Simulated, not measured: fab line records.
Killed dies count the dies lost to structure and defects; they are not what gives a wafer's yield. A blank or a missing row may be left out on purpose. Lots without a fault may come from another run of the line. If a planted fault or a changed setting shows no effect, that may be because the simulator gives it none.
fab line records -- flow sky130
[record] lots = 5, wafers = 14, lastDay = 50
route steps=708 shown CONTACT@423 METAL1@434 PAD_OPEN@708
lots with no fault: from the same line, run without faults
startH: hours from the record's opening day to when the first of the lot's shown wafers began -- waitH: hours elapsed since this lot's preceding step -- " same as the row above -- L1.1+2: a single row standing in for several wafers -- - no value, or no start given -- * or withheld: withheld -- < > ~ a bound
route shown NAME@n: names a module that has steps shown in the file, with the first one's number in the route -- usual: mean/standard deviation taken from wafers without a fault -- same: alike in all rows -- chamber/n: place in a boat -- sites: per-site readings -- _std_site: their standard deviation -- _edge_site: the outer-site mean with the inner-site mean subtracted -- radiusMm: how far each site lies from the wafer's centre -- mask NAME#n: copy n -- behind: the most recent tool/chamber to have shaped the wafer -- hold: cause of the lot's hold/its duration in hours/its outcome -- device: whichever transistor did not switch (one of n, p or np) -- end of line: tests run on the same wafers once the route is complete -- step lacking rows: just its recipe -- killed: not the wafer's yield, but the dies lost to structure and defects at the first sort -- map: per-die view of a wafer (x killed, . not killed, _ where there is no die)
set.NAME: the run value of the setting; set.NAME@STEP: its run value at that earlier step -- model.NAME: the simulator's own value behind a step, which no gauge read
certain route steps with their lots: each step a table, each wafer a row
services: when a tool's chamber went out of use (startH, in hours from the record's first day, below 0 if earlier), for how many hours, and the reason
[[steps]]
[step SKY_CONTACT_ETCH_17]
[recipe] target = SiO2, chemistry = C4F8/O2/Ar, stopOn = Si3N4, maskMaterial = KrF-thick, sourceW = 1500, biasW = 1200, pressureMtorr = 40, c4f8FlowSccm = withheld, O2_flow_sccm = 6, Ar_flow_sccm = 300, timeS = withheld, targetDepthA = 3400
[usual] chamberPressureMTorr = 40.00/0.033, oesProductAu = 0.891/0.0049
lot.wafer,tool,chamber,startH,waitH,chamberPressureMTorr,oesProductAu
L440.2,rieDiel-03,3,736.35,0.0,40.00,0.895
L440.5,rieDiel-03,2,736.35,0.0,39.98,0.886
L440.6,rieDiel-03,1,736.35,0.0,39.95,0.891
L441.1,rieDiel-02,1,787.57,0.0,39.99,0.885
L441.2,rieDiel-02,2,787.57,0.0,39.96,0.891
L441.5,rieDiel-02,0,787.57,0.0,39.98,0.887
L452.1,rieDiel-01,0,827.10,0.0,40.00,0.887
L452.5,rieDiel-01,0,827.10,0.0,39.98,0.884
L458.2,rieDiel-02,0,888.27,0.0,40.00,0.895
L458.3,rieDiel-02,2,888.27,0.0,39.99,0.891
L458.5,rieDiel-02,2,888.27,0.0,40.04,0.884
L461.1,rieDiel-02,3,902.15,0.0,39.96,0.888
L461.4,rieDiel-02,0,902.15,0.0,39.97,0.892
L461.5,rieDiel-02,1,902.15,0.0,40.01,0.892
[step SKY_CONTACT_ETCH_18]
[recipe] target = Si3N4, chemistry = CHF3/O2, stopOn = TiN, sourceW = 600, biasW = 200, pressureMtorr = 40, chf3FlowSccm = 50, O2_flow_sccm = 5, timeS = 39, targetDepthA = 750
[step SKY_CONTACT_STRIP_19]
[recipe] chemistry = O2/N2, powerW = 1400, pressureMtorr = 1500, platenTempC = withheld, o2FlowSccm = 3000, n2FlowSccm = 300, overashFraction = 0.5
[usual] chamberPressureMTorr = 1500.0/1.5, drypumpMotorCurrentA = 5.6/0.46, oesProductAu = 0.381/0.0047, stripTimeToEndpointS = 3.626/0.026
lot.wafer,tool,chamber,startH,waitH,chamberPressureMTorr,drypumpMotorCurrentA,oesProductAu,rfHoursCounterH,stripTimeToEndpointS
L440.2,plasmaAsher-02,1,736.44,-,1501.3,5.8,0.380,58,3.635
L440.5,plasmaAsher-02,1,736.44,-,1499.1,5.8,0.379,-,3.614
L440.6,plasmaAsher-02,0,736.44,-,1499.5,5.1,0.376,-,3.644
L441.1,plasmaAsher-01,1,787.66,-,1500.5,6.4,0.382,33,3.624
L441.2,plasmaAsher-01,0,787.66,-,1499.9,5.0,0.377,33,3.604
L441.5,plasmaAsher-01,0,787.66,-,1499.6,4.9,0.377,-,3.578
L452.1,plasmaAsher-02,0,827.19,-,1499.8,5.1,0.381,67,3.675
L452.5,plasmaAsher-02,1,827.19,-,1501.5,5.8,0.377,-,3.673
L458.2,plasmaAsher-01,1,888.36,-,1498.5,6.3,0.374,44,3.586
L458.3,plasmaAsher-01,0,888.36,-,1499.1,4.9,0.388,-,3.620
L458.5,plasmaAsher-01,1,888.36,-,1498.7,6.4,0.387,-,3.612
L461.1,plasmaAsher-02,0,902.24,-,1498.9,5.1,0.380,74,3.631
L461.4,plasmaAsher-02,0,902.24,-,1499.4,5.1,0.375,-,3.578
L461.5,plasmaAsher-02,0,902.24,-,1501.7,5.1,0.380,-,3.631
[step SKY_CONTACT_STRIP_20]
[recipe] chemistry = postEtchResidueRemover, timeS = 1200, tempC = 72.5
[step SKY_CONTACT_CLEAN_21]
[recipe] chemistry = IPA, timeS = 180, tempC = 25
[step SKY_CONTACT_CLEAN_22]
[recipe] chemistry = O3/DIW, dry = n2Spin
[step SKY_CONTACT_SPUTTER_23]
[recipe] material = TiN, targetThkNm = 20, chamberPressurePa = 5, powerW = 4000, timeS = 80
[usual] throttleValvePct = 30.0/1.1
lot.wafer,tool,chamber,startH,waitH,throttleValvePct
L440.2,pvdSputter-02,-,737.03,0.0,30.4
L440.5,pvdSputter-02,-,737.03,0.0,31.0
L440.6,pvdSputter-02,-,737.03,0.0,29.9
L441.1,pvdSputter-02,-,788.25,0.0,30.2
L441.2,pvdSputter-02,-,788.25,0.0,31.3
L441.5,pvdSputter-02,-,788.25,0.0,30.1
L452.1,pvdSputter-04,-,827.79,0.0,31.4
L452.5,pvdSputter-04,-,827.79,0.0,30.4
L458.2,pvdSputter-03,-,888.99,0.0,28.5
L458.3,pvdSputter-03,-,888.99,0.0,30.2
L458.5,pvdSputter-03,-,888.99,0.0,27.8
L461.1,pvdSputter-04,-,902.83,0.0,31.2
L461.4,pvdSputter-04,-,902.83,0.0,31.1
L461.5,pvdSputter-04,-,902.83,0.0,31.2
[step SKY_CONTACT_CVD_24]
[recipe] material = W, targetThkNm = 340, timeS = 102.12, tempC = 400, pressureTorr = 40
[step SKY_CONTACT_RS_MEAS_25]
[recipe] thkMeasGauge = four-point-probe, reads = W_of_CONTACT_CVD_24+TiN_of_CONTACT_SPUTTER_23
[usual] CONTACT_W_RS = 0.341/0.0032
lot.wafer,tool,chamber,startH,waitH,CONTACT_W_RS[ohm/sq]
L440.2,filmMetro-04,-,737.22,0.1,0.339
L440.5,filmMetro-04,-,737.22,0.1,0.339
L440.6,filmMetro-04,-,737.22,0.1,0.342
L441.1,filmMetro-02,-,788.42,0.1,0.340
L441.2,filmMetro-02,-,788.42,0.1,0.341
L441.5,filmMetro-02,-,788.42,0.1,0.346
L452.1,filmMetro-02,-,827.96,0.1,0.338
L452.5,filmMetro-02,-,827.96,0.1,0.336
L458.2,filmMetro-01,-,889.18,0.1,0.347
L458.3,filmMetro-01,-,889.18,0.1,0.345
L458.5,filmMetro-01,-,889.18,0.1,0.344
L461.1,filmMetro-01,-,903.00,0.1,0.341
L461.4,filmMetro-01,-,903.00,0.1,0.344
L461.5,filmMetro-01,-,903.00,0.1,0.341
[step SKY_CONTACT_THK_MEAS_26]
[recipe] thkMeasGauge = xrf, reads = W_of_CONTACT_CVD_24
[usual] CONTACT_W_THK = 331/3.7
lot.wafer,tool,chamber,startH,waitH,CONTACT_W_THK[nm]
L440.2,filmMetro-04,-,737.33,0.1,334
L440.5,filmMetro-04,-,737.33,0.1,333
L440.6,filmMetro-04,-,737.33,0.1,328
L441.1,filmMetro-02,-,788.54,0.1,330
L441.2,filmMetro-02,-,788.54,0.1,330
L441.5,filmMetro-02,-,788.54,0.1,326
L452.1,filmMetro-02,-,828.08,0.1,333
L452.5,filmMetro-02,-,828.08,0.1,335
L458.2,filmMetro-01,-,889.29,0.1,324
L458.3,filmMetro-01,-,889.29,0.1,327
L458.5,filmMetro-01,-,889.29,0.1,329
L461.1,filmMetro-01,-,903.12,0.1,332
L461.4,filmMetro-01,-,903.12,0.1,328
L461.5,filmMetro-01,-,903.12,0.1,331
[step SKY_CONTACT_CMP_27]
[recipe] stopOn = SiO2, tOverpolishS = 15, downForcePsi = 3.5, platenRpm = 60, targetThkNm = 0, padVelocityMS = 0.94248
[usual] edgeZonePressureFrac = 0.999/0.0052, motorCurrentA = 11.6/1.4, overpolishRunS = 15.000/0.0097, retainingRingPressureFrac = 1.000/0.0049, timeToEndpointS = 82/3.2
lot.wafer,tool,chamber,startH,waitH,edgeZonePressureFrac,motorCurrentA,overpolishRunS,retainingRingPressureFrac,timeToEndpointS
L440.2,cmp-02,0,737.38,0.0,1.000,10.0,15.005,0.999,76
L440.6,cmp-02,0,737.38,0.0,0.997,10.1,15.009,1.004,73
L440.5,cmp-02,1,737.38,0.0,1.000,11.0,15.006,1.003,82
L441.2,cmp-01,3,788.65,0.1,0.998,13.5,14.997,0.995,83
L441.1,cmp-01,1,788.65,0.1,1.001,13.5,14.999,0.999,80
L441.5,cmp-01,2,788.65,0.1,0.995,12.9,15.015,1.001,81
L452.1,cmp-01,3,828.29,0.2,0.996,13.8,14.998,0.997,82
L452.5,cmp-01,1,828.29,0.2,1.003,12.6,14.999,0.994,81
L458.2,cmp-01,2,889.34,0.0,0.992,13.1,15.006,1.005,82
L458.3,cmp-01,0,889.34,0.0,0.999,10.3,15.014,1.004,81
L458.5,cmp-01,3,889.34,0.0,0.995,13.0,15.008,0.997,81
L461.1,cmp-02,2,903.23,0.1,0.988,10.1,14.993,1.002,77
L461.4,cmp-02,3,903.23,0.1,1.006,10.0,14.987,0.997,78
L461.5,cmp-02,1,903.23,0.1,0.986,11.5,14.983,1.003,79
[step SKY_METAL1_SPUTTER_00]
[recipe] material = Ti, targetThkNm = 15, powerW = 3000, timeS = 10, chamberPressurePa = 0.4
[usual] throttleValvePct = 29.8/1.1
lot.wafer,tool,chamber,startH,waitH,throttleValvePct
L440.2,pvdSputter-03,-,737.68,0.2,30.8
L440.5,pvdSputter-03,-,737.68,0.2,30.5
L440.6,pvdSputter-03,-,737.68,0.2,28.4
L441.1,pvdSputter-01,-,788.90,0.1,30.3
L441.2,pvdSputter-01,-,788.90,0.1,28.4
L441.5,pvdSputter-01,-,788.90,0.1,28.2
L452.1,pvdSputter-01,-,828.44,0.1,29.6
L452.5,pvdSputter-01,-,828.44,0.1,29.6
L458.2,pvdSputter-04,-,889.64,0.2,30.1
L458.3,pvdSputter-04,-,889.64,0.2,31.0
L458.5,pvdSputter-04,-,889.64,0.2,31.1
L461.1,pvdSputter-04,-,903.48,0.2,31.6
L461.4,pvdSputter-04,-,903.48,0.2,31.2
L461.5,pvdSputter-04,-,903.48,0.2,30.3
[step SKY_METAL1_SPUTTER_01]
[recipe] material = TiN, targetThkNm = 20, powerW = 6500, timeS = 16.7, chamberPressurePa = 0.4
[usual] throttleValvePct = 29.9/1.1
lot.wafer,tool,chamber,startH,waitH,throttleValvePct,model.TiN_of_METAL1_SPUTTER_01.thkNm
L440.2,pvdSputter-03,-,737.70,0.0,30.6,19.67
L440.5,pvdSputter-03,-,737.70,0.0,30.6,19.69
L440.6,pvdSputter-03,-,737.70,0.0,28.6,19.84
L441.1,pvdSputter-01,-,788.93,0.0,30.4,19.88
L441.2,pvdSputter-01,-,788.93,0.0,27.9,19.87
L441.5,pvdSputter-01,-,788.93,0.0,28.1,19.95
L452.1,pvdSputter-01,-,828.46,0.0,29.9,20.09
L452.5,pvdSputter-01,-,828.46,0.0,29.7,31.99
L458.2,pvdSputter-04,-,889.67,0.0,30.5,20.37
L458.3,pvdSputter-04,-,889.67,0.0,31.1,20.29
L458.5,pvdSputter-04,-,889.67,0.0,31.2,20.5
L461.1,pvdSputter-04,-,903.50,0.0,31.4,20.28
L461.4,pvdSputter-04,-,903.50,0.0,31.2,20.32
L461.5,pvdSputter-04,-,903.50,0.0,30.4,20.19
[step SKY_METAL1_SPUTTER_02]
[recipe] material = AlCu, targetThkNm = 250, powerW = 10600, timeS = 13.3, chamberPressurePa = 0.4
[step SKY_PAD_OPEN_PROBE_99]
[usual] defectLimitedYield = 82.6/1.8, killed_at_M0_to_M3 = 43/7, killed_at_M4_up = 3.4/1.9, killedAtContacts = 24/5.4, killedAtFrontEnd = 15/4.4, killedAtOther = 0.4/0.63, killedDies = 86/9.1, killedOpen = 46/6.6, killedShort = 39/6.6, sort_bin_3_pad_short = 0.9/0.46, sort_bin_5_function = 10.3/1.4, sort_bin_6_memory = 6.2/1.1, sortNPass = 406/9.1, sortYieldPct = 82.6/1.8
[same] grossDies = 492, killedAtBackSide = 0, sort_bin_4_leakage[%] = 0, sort_bin_8_speed[%] = 0
lot.wafer,tool,chamber,startH,waitH,defectLimitedYield[%],killed_at_M0_to_M3,killed_at_M4_up,killedAtContacts,killedAtFrontEnd,killedAtOther,killedDies,killedOpen,killedShort,sort_bin_3_pad_short[%],sort_bin_5_function[%],sort_bin_6_memory[%],sortNPass,sortYieldPct[%]
L452.1,prober-02,-,1147.04,0.1,80.9,40,6,30,18,0,94,54,40,1.2,10.0,7.9,398,80.9
L452.5,prober-02,-,1147.24,0.2,85.4,39,4,16,12,1,72,45,27,0.2,8.3,6.1,420,85.4
// killed by level:class
L452.1 VIA1:geometricParticle:open=11 CONTACT:geometricParticle:short=9 FIELD_ISO:geometricParticle:open=7 LI_CONTACT:geometricParticle:open=7 METAL2:geometricParticle:short=7 VIA2:geometricParticle:open=7 LOCAL_INTERCONNECT:geometricParticle:short=6 CONTACT:geometricParticle:open=6
L452.5 VIA3:geometricParticle:open=8 VIA1:geometricParticle:open=8 METAL2:geometricParticle:short=8 CONTACT:geometricParticle:open=5 VIA2:geometricParticle:open=5 LI_CONTACT:geometricParticle:open=4 METAL4:geometricParticle:short=4 FIELD_ISO:geometricParticle:open=3
[[services]]
tool,chamber,startH,hours,kind
cmp-02,-,735.66,0.2,repair
cmp-01,-,741.61,0.6,repair
cmp-02,-,743.54,17.4,pm
cmp-01,-,744.00,4.0,pm
plasmaAsher-01,-,755.65,2.3,repair
rieDiel-02,-,760.24,14.6,pm
pvdSputter-02,-,764.33,2.5,repair
pvdSputter-03,-,766.08,4.3,repair
rieDiel-01,2,773.24,17.3,repair
pvdSputter-03,-,794.92,6.0,repair
cmp-01,-,802.36,3.0,repair
cmp-02,-,804.24,1.8,repair
plasmaAsher-02,-,814.99,9.5,repair
cmp-02,-,817.19,6.6,pm
cmp-01,-,834.26,2.6,repair
rieDiel-02,0,840.91,13.5,repair
rieDiel-03,2,849.94,5.9,repair
pvdSputter-02,-,850.08,5.0,repair
cmp-02,-,868.94,3.0,repair
rieDiel-02,-,869.87,0.5,repair
rieDiel-03,1,873.04,58.2,repair
rieDiel-02,-,886.91,0.9,repair
cmp-02,-,888.41,8.2,pm
cmp-01,-,893.89,1.3,repair
[[key]]
firstSign none at tools or gauges
[modelEffect] step = SKY_METAL1_SPUTTER_01, value = TiN_of_METAL1_SPUTTER_01.thkNm, without = 19.8, struck = 31.99
metAt SKY_METAL1_SPUTTER_01
struckWafers L452.5
onsetBetween 788.93 828.46
[fault] kind = processParameterDrift, tool = pvdSputter-01, chamber = -, onsetH = 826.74, steps = SKY_METAL1_SPUTTER_01, channel = targetThkNm, offset = 12.194, shape = step, endH = 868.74, scope = struckWafersOnly, actsIn = theseRecipesOnly, stated = 20
